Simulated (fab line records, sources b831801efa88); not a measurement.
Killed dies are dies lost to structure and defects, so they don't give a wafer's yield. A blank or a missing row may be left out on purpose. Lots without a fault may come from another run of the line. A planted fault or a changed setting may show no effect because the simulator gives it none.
A struck lot beside a sound one | flow sky130 | 24 steps out of a route of 708
Sound: wafers L460.1, L460.2, L460.3. Struck: wafer L475.3. (L475.5, L475.6 of the same lot were not struck and are left out.) The cause comes at the end.
At each step with rows: each side's tool, then ch and its chambers, then its first start. Under that, the readings that differ: sound wafers | struck wafers | difference of the means | sigmas: that difference in standard deviations of wafers without a fault.
alike: readings whose means differ by less than 2 such deviations, and words and numbers that are the same on both sides. not compared: withheld readings, readings that some wafer has no value for, bounds like >300 that may hide the same value, and numbers for which the record gives no deviation and whose values overlap.
The two part at a step that has a row with sigmas, a row that says differs or no value, or rows on one side only. Numbers that don't overlap but have no deviation are shown without sigmas and don't part them. A reading that every wafer of one side lacks parts them only if that side has two wafers or more.

SKY_CONTACT_RS_MEAS_25: measures by four-point-probe.
  sound on film_metro-04, day 34 03:02; struck on film_metro-03, day 38 16:23
  alike: CONTACT_W_RS
SKY_CONTACT_THK_MEAS_26: measures by xrf.
  sound on film_metro-04, day 34 03:09; struck on film_metro-03, day 38 16:29
  alike: CONTACT_W_THK
then, 2 steps without rows for these wafers: SKY_CONTACT_CMP_27 (polishes, stops on SiO2, t overpolish 15 s, target thk 0 nm); SKY_METAL1_SPUTTER_00 (material Ti, target thk 15 nm, time 10 s).
SKY_METAL1_SPUTTER_01: material TiN, target thk 20 nm, time 16.7 s.
  sound on pvd_sputter-04, day 34 03:32; struck on pvd_sputter-01, day 38 16:50
  alike: throttle_valve_pct
SKY_METAL1_SPUTTER_02: material AlCu, target thk 250 nm, time 13.3 s.
  sound on pvd_sputter-04, day 34 03:34; struck on pvd_sputter-01, day 38 16:52
  alike: throttle_valve_pct
SKY_METAL1_SPUTTER_03: material Ti, target thk 5 nm, time 3.3 s.
  sound on pvd_sputter-04, day 34 03:35; struck on pvd_sputter-01, day 38 16:53
  alike: throttle_valve_pct
then, 1 step without rows for these wafers: SKY_METAL1_SPUTTER_04 (material TiN, target thk 70 nm, time 58.3 s).
SKY_METAL1_RS_MEAS_05: measures by four-point-probe.
  sound on film_metro-02, day 34 03:39; struck on film_metro-02, day 38 17:00
  alike: METAL1_ALCU_RS
SKY_METAL1_THK_MEAS_06: measures by xrf.
  sound on film_metro-02, day 34 03:46; struck on film_metro-02, day 38 17:06
  alike: METAL1_ALCU_THK
then, 2 steps without rows for these wafers: SKY_METAL1_DEHYDRATE_07 (time 60 s); SKY_METAL1_HMDS_08 (prime time 60 s).
SKY_METAL1_COAT_09: resist thk 60 nm.
  sound on litho_track-02 ch 0, day 34 16:47; struck on litho_track-02 ch 0, day 39 04:50
  not compared: chill_plate_temp_C
then, 5 steps without rows for these wafers: SKY_METAL1_COAT_10 (resist thk 450 nm); SKY_METAL1_SOFTBAKE_11 (time 90 s); SKY_METAL1_EXPOSE_12 (exposes mask MM1, target cd 140 nm); SKY_METAL1_PEB_13; SKY_METAL1_DEVELOP_14 (develop time 60 s).
SKY_METAL1_CD_MEAS_15: target cd 140 nm.
  sound on cd_sem-02, day 35 06:11; struck on cd_sem-02, day 39 16:49
  alike: cd_nm
SKY_METAL1_OVL_MEAS_16:
  sound on overlay-02, day 35 06:18; struck on overlay-02, day 39 16:55
  reading         | sound | struck | difference | sigmas
  METAL1_OVL (nm) | 3 1 7 | -7     | -11        | -2
SKY_METAL1_DESCUM_17: chemistry O2, time 8 s.
  sound on rie_metal-04 ch 0, day 35 06:20; struck on rie_metal-02 ch 0, day 39 16:57
  alike: drypump_motor_current_A, oes_product_au, temp_c
  not compared: rf_hours_counter_h
SKY_METAL1_ETCH_18: etches BARC in N2/H2, stops on SiO2, time 45.9 s, target depth 60 nm.
  sound on rie_metal-04 ch 0, day 35 06:24; struck on rie_metal-02 ch 0, day 39 17:02
  reading                  | sound             | struck | difference | sigmas
  oes_product_au (a.u.)    | 0.847 0.853 0.859 | 0.870  | +0.017     | +3
  model.etch.depth_nm (nm) | 59.95 59.99 60.02 | 61.99  | +2.00      |
  alike: bias_w, drypump_motor_current_A, throttle_valve_pct
  not compared: rf_hours_counter_h
SKY_METAL1_METAL_ETCH_19: etches the open film in Cl2/BCl3, stops on SiO2, target depth 360 nm, time 78 s.
  sound on rie_metal-04 ch 0, day 35 06:31; struck on rie_metal-02 ch 0, day 39 17:11
  alike: bias_w, drypump_motor_current_A, oes_product_au, throttle_valve_pct
  not compared: rf_hours_counter_h
SKY_PAD_OPEN_PROBE_99:
  the record has rows for the sound wafers here (prober-02, day 47 17:45) and none for the struck ones

WHERE THEY PART
First at SKY_METAL1_OVL_MEAS_16; last, within this record, at SKY_PAD_OPEN_PROBE_99.

WHY: what the simulator had put in
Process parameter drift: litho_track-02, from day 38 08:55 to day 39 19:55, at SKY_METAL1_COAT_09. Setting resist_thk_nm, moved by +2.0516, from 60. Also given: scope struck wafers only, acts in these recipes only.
